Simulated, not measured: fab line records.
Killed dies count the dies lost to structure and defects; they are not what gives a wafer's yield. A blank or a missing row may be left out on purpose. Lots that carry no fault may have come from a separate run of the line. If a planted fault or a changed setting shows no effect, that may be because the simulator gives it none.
What tool caused it?	flow sky130	Sampling: 12 lots, 36 wafers, 4 of 708 route steps

WHAT EACH GAUGE READ, for each wafer
SKY_NWELL_RS_MEAS_29: the measuring method here is four-point-probe. Usual: NWELL_RS gives 625.3 ohm/sq (standard deviation 1.9).
lot	measured	on	NWELL_RS (ohm/sq)	flag
L217	day 5 15:42	film metro-01	625.3 625.0 625.3	
L218	day 5 18:26	film metro-01	625.5 624.6 624.6	
L219	day 5 18:50	film metro-04	622.7 625.6 625.5	
L220	day 5 21:20	film metro-04	626.3 624.7 626.6	
L221	day 6 01:46	film metro-01	623.7 625.1 622.3	
L222	day 6 12:43	film metro-03	628.6 626.4 627.7	
L224	day 7 00:58	film metro-04	625.1 624.1 624.5	
L228	day 8 14:55	film metro-04	624.1 625.8 625.5	
L236	day 10 05:46	film metro-01	626.0 625.1 624.3	
L238	day 10 12:20	film metro-01	623.4 622.5 625.0	
L239	day 10 20:19	film metro-01	621.3 621.9 620.6	
L240	day 11 04:23	film metro-04	624.9 625.5 624.6	

SKY_METAL3_CD_MEAS_13: target cd 300 nm. Usual: cd nm reads 300.2 nm (standard deviation 1.5).
lot	measured	on	cd nm (nm)	flag
L217	day 38 23:10	cd sem-01	300.4 300.8 299.9	
L218	day 39 00:56	cd sem-02	299.4 298.7 299.6	
L219	day 39 04:10	cd sem-01	298.5 299.6 298.9	
L220	day 39 07:51	cd sem-01	296.6 297.1 297.7	
L221	day 39 12:13	cd sem-01	301.3 300.2 300.0	
L222	day 40 04:40	cd sem-02	299.5 299.8 301.0	
L224	day 40 18:13	cd sem-01	298.1 299.0 297.1	
L228	day 42 10:37	cd sem-01	301.0 301.7 300.2	
L236	day 43 23:43	cd sem-01	299.0 301.2 300.8	
L238	day 44 12:55	cd sem-01	300.2 300.2 300.3	
L239	day 44 16:07	cd sem-01	299.9 301.7 300.8	
L240	day 44 21:53	cd sem-01	302.0 302.8 302.5	

WHICH TOOL RAN EACH LOT (tool, then ch and the chambers of the sampled wafers, then the start)
lot	SKY_LI_CONTACT_ETCH_14	SKY_METAL2_SPUTTER_03
L217	rie diel-04 ch 0,2,3, day 29 13:44	pvd sputter-04, day 34 11:16
L218	rie diel-04 ch 0,2,3, day 29 15:34	pvd sputter-03, day 34 11:55
L219	rie diel-03 ch 0,3, day 29 21:10	pvd sputter-04, day 34 15:50
L220	rie diel-04 ch 0,1, day 30 02:02	pvd sputter-03, day 34 20:57
L221	rie diel-04 ch 2,3, day 30 05:38	pvd sputter-03, day 35 01:26
L222	rie diel-02 ch 0,1, day 31 00:11	pvd sputter-03, day 35 18:41
L224	rie diel-03 ch 0,1,3, day 31 16:22	pvd sputter-01, day 36 09:18
L228	rie diel-02 ch 1,2,3, day 33 12:12	pvd sputter-01, day 38 04:19
L236	rie diel-04 ch 0,3, day 35 08:49	pvd sputter-03, day 39 22:50
L238	rie diel-02 ch 1,2,3, day 36 00:40	pvd sputter-04, day 40 13:08
L239	rie diel-04 ch 0,2,3, day 36 02:49	pvd sputter-03, day 40 17:07
L240	rie diel-03 ch 0,3, day 36 10:01	pvd sputter-03, day 41 00:46
- SKY_LI_CONTACT_ETCH_14: etches BARC in N2/H2, stops on SiO2, time 45.9 s, target depth 60 nm.
- SKY_METAL2_SPUTTER_03: material Ti, target thk 5 nm, time 3.3 s.

WHAT THE TOOLS THEMSELVES READ (means of the sampled wafers that have a number; where no wafer has one, the mark that the record gives instead)
SKY_LI_CONTACT_ETCH_14. Usual: chamber pressure mTorr 30.001 mTorr, standard deviation 0.026; drypump motor current A 5.8 A, standard deviation 0.33; oes product au 0.855 a.u., standard deviation 0.0047; throttle valve pct 13.225 %, standard deviation 0.0094.
lot	tool	chamber pressure mTorr (mTorr)	drypump motor current A (A)	oes product au (a.u.)	throttle valve pct (%)	flag
L217	rie diel-04	30.012	5.8	0.852	13.223	
L218	rie diel-04	30.007	5.8	0.853	13.226	
L219	rie diel-03	30.007	5.9	0.852	13.221	
L220	rie diel-04	30.007	5.9	0.854	13.222	
L221	rie diel-04	29.984	6.0	0.852	13.229	
L222	rie diel-02	29.988	5.5	0.853	13.220	
L224	rie diel-03	30.020	5.7	0.855	13.223	
L228	rie diel-02	30.007	5.8	0.842	13.227	
L236	rie diel-04	29.983	5.8	0.853	13.222	
L238	rie diel-02	29.996	5.8	0.855	13.224	
L239	rie diel-04	29.989	5.7	0.857	13.226	
L240	rie diel-03	29.997	5.9	0.857	13.222	

SKY_METAL2_SPUTTER_03. Usual: throttle valve pct reads 29.8 % (standard deviation 0.95).
lot	tool	throttle valve pct (%)	flag
L217	pvd sputter-04	30.3	
L218	pvd sputter-03	30.1	
L219	pvd sputter-04	29.5	
L220	pvd sputter-03	28.9	
L221	pvd sputter-03	30.5	
L222	pvd sputter-03	28.6	
L224	pvd sputter-01	30.3	
L228	pvd sputter-01	30.4	
L236	pvd sputter-03	29.1	
L238	pvd sputter-04	30.2	
L239	pvd sputter-03	29.7	
L240	pvd sputter-03	30.2	

THE ANSWER, worked out from the rows above alone
Rule: a lot counts as off when the mean over its wafers that have a number is more than 3 standard deviations away from the usual mean. Also off: a lot with no number at a reading for which 4 or more lots have one. Any other lot the step has rows for is counted as sound. First the gauges in route order, then the tools' own readings, where a lot's mean is used as printed above. At the first step where some lot is off, the reading lying furthest off is the one used; lots without a number count as furthest.
None of the lots is off at any reading shown; this tells nothing.

WHAT THE SIMULATOR HAD INSERTED
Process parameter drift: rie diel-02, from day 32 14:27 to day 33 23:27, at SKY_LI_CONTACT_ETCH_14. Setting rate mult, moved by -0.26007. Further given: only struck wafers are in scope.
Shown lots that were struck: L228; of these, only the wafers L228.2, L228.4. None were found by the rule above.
